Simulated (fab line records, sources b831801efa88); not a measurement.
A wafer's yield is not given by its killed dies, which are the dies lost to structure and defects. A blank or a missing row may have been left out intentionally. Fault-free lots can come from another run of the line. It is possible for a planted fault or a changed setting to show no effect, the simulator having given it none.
Which tool did it? | flow gf180mcu | Sampling: 6 lots, 18 wafers, 2 of 602 route steps

WHAT THE GAUGES READ, wafer by wafer
GF_POLY_GATE_THK_MEAS_01.
lot  | measured     | on           | POLY_GATE_CVD_00_THK (nm)
L527 | day 8 19:34  | filmMetro-04 | 200.4 201.6 201.3
L529 | day 9 11:43  | filmMetro-03 | 202.1 198.9 198.3
L531 | day 10 03:46 | filmMetro-02 | 197.4 199.2 197.2
L533 | day 10 21:18 | filmMetro-03 | 194.4 195.5 197.3
L541 | day 13 03:16 | filmMetro-02 | 289.9 251.0 211.1
L544 | day 14 01:01 | filmMetro-02 | 197.3 199.0 199.5

TOOL THAT RAN EACH LOT (tool first, then ch and the chambers of the sampled wafers, then the start)
lot  | GF_POLY_GATE_CVD_00
L527 | lpcvd-02 ch 1, day 8 18:14
L529 | lpcvd-01 ch 0, day 9 10:23
L531 | lpcvd-02 ch 1, day 10 02:26
L533 | lpcvd-02 ch 1, day 10 19:56
L541 | lpcvd-01 ch 0, day 13 01:56
L544 | lpcvd-02 ch 1, day 13 23:41
- GF_POLY_GATE_CVD_00: deposits poly-Si, target thk 200 nm, time 1200 s.

THE ANSWER, worked out from the rows above alone
Rule: the usual values come from the lots themselves. Put in order of their means at a reading, lots are off if they are a third of the lots or fewer, leave a main group of 4 or more, and stand apart from it by a gap of 3 or more times the standard deviation of the main group's means; of several such gaps the widest counts. A main group is skipped when, at the precision printed for the reading in the tables above, its means are all equal. A lot without any number at a reading at which 4 lots or more have one is off too. Any other lot the step has rows for is counted as sound.
Off: at GF_POLY_GATE_THK_MEAS_01 (POLY_GATE_CVD_00_THK), L541. The main group: mean 198.6 nm, standard deviation 1.8.
A tool fits if, at a process step before that reading, it ran every lot that is off, and no sound lot after the first of them. The gauges at GF_POLY_GATE_THK_MEAS_01 are tried like those tools. One fits: lpcvd-01 at GF_POLY_GATE_CVD_00. A fault onset in the window from L529 (day 9 10:23, its last sound lot) to L541 (day 13 01:56, its first lot off) fits.

WHAT THE SIMULATOR PUT IN
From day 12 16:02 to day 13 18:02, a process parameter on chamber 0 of lpcvd-01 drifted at GF_POLY_GATE_CVD_00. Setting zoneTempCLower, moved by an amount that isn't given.
Lots struck among those shown: L541. The rule given above showed the same thing.
